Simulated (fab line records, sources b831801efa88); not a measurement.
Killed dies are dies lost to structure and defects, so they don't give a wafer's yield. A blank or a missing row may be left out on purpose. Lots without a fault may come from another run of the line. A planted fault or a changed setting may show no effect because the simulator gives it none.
Chamber matching | flow gf180mcu | GF_POLY_GATE_ETCH_13 on rie_si-01: 4 sister chambers
The step etches poly-Si in HBr/Cl2, stops on SiO2, target depth 198.5 nm, time 69.6 s. 4 wafers are shown with their chamber, then 8 later ones without.

WAFERS WITH THEIR CHAMBER
wafer  | chamber | oes_product_au (a.u.)
L865.4 | 1       | 0.988
L867.1 | 3       | 1.004
L867.3 | 2       | 0.984
L868.1 | 0       | 0.996

WAFERS WITHOUT THEIR CHAMBER
wafer  | oes_product_au (a.u.)
L868.4 | 0.988
L868.6 | 0.978
L879.2 | 1.005
L879.3 | 1.000
L879.4 | 0.995
L881.1 | 0.991
L881.2 | 1.000
L881.5 | 1.000

WHICH CHAMBER EACH WENT THROUGH
wafer  | from the rows above          | in truth
L868.4 | can't be placed: 1 or 2      | 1
L868.6 | can't be placed: 2 or 1      | 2
L879.2 | 3                            | 3
L879.3 | can't be placed: 0 or 3      | 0
L879.4 | can't be placed: 0 or 1      | 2
L881.1 | can't be placed: 1 or 0 or 2 | 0
L881.2 | can't be placed: 0 or 3      | 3
L881.5 | can't be placed: 0 or 3      | 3
Placed correctly: 1 of 8. Can't be placed from these rows: 7 (the true chamber is among the candidates in 6). Placed wrongly: 0.
How it was worked out, from the rows above alone: a wafer's distance from a chamber is the root of the sum, over the readings, of the square of ((its reading less the chamber's mean) divided by the reading's scatter). The wafer belongs to the nearest chamber; if the next one is less than 2 further off, it can't be placed. A chamber's mean is the mean of its shown wafers. The scatter: with one shown wafer a chamber, the root of the mean of the squares of how far each hidden wafer lies from its nearest shown one.
